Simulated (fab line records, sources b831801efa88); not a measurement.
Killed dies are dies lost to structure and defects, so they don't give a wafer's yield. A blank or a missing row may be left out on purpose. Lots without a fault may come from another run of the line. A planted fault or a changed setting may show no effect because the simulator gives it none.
Chamber matching | flow gf180mcu | GF_STI_CMP_25 on cmp-01: 4 sister chambers
The step polishes, stops on Si3N4, t overpolish 33 s, target thk 524.6 nm. 4 wafers are shown with their chamber, then 8 later ones without.

WAFERS WITH THEIR CHAMBER
wafer  | chamber | motor_current_A (A)
L951.4 | 3       | 14.1
L952.1 | 2       | 10.6
L952.2 | 1       | 12.8
L954.1 | 0       | 10.9

WAFERS WITHOUT THEIR CHAMBER
wafer  | motor_current_A (A)
L954.3 | 10.0
L954.6 | 11.5
L956.4 | 14.1
L956.5 | 14.2
L956.6 | 10.5
L963.2 | 10.4
L963.3 | 12.6
L963.4 | 11.1

WHICH CHAMBER EACH WENT THROUGH
wafer  | from the rows above     | in truth
L954.3 | can't be placed: 2 or 0 | 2
L954.6 | can't be placed: 0 or 2 | 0
L956.4 | 3                       | 3
L956.5 | 3                       | 3
L956.6 | can't be placed: 2 or 0 | 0
L963.2 | can't be placed: 2 or 0 | 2
L963.3 | 1                       | 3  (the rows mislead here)
L963.4 | can't be placed: 0 or 2 | 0
Placed correctly: 2 of 8. Can't be placed from these rows: 5 (the true chamber is among the candidates in 5). Placed wrongly: 1.
How it was worked out, from the rows above alone: a wafer's distance from a chamber is the root of the sum, over the readings, of the square of ((its reading less the chamber's mean) divided by the reading's scatter). The wafer belongs to the nearest chamber; if the next one is less than 2 further off, it can't be placed. A chamber's mean is the mean of its shown wafers. The scatter: with one shown wafer a chamber, the root of the mean of the squares of how far each hidden wafer lies from its nearest shown one.
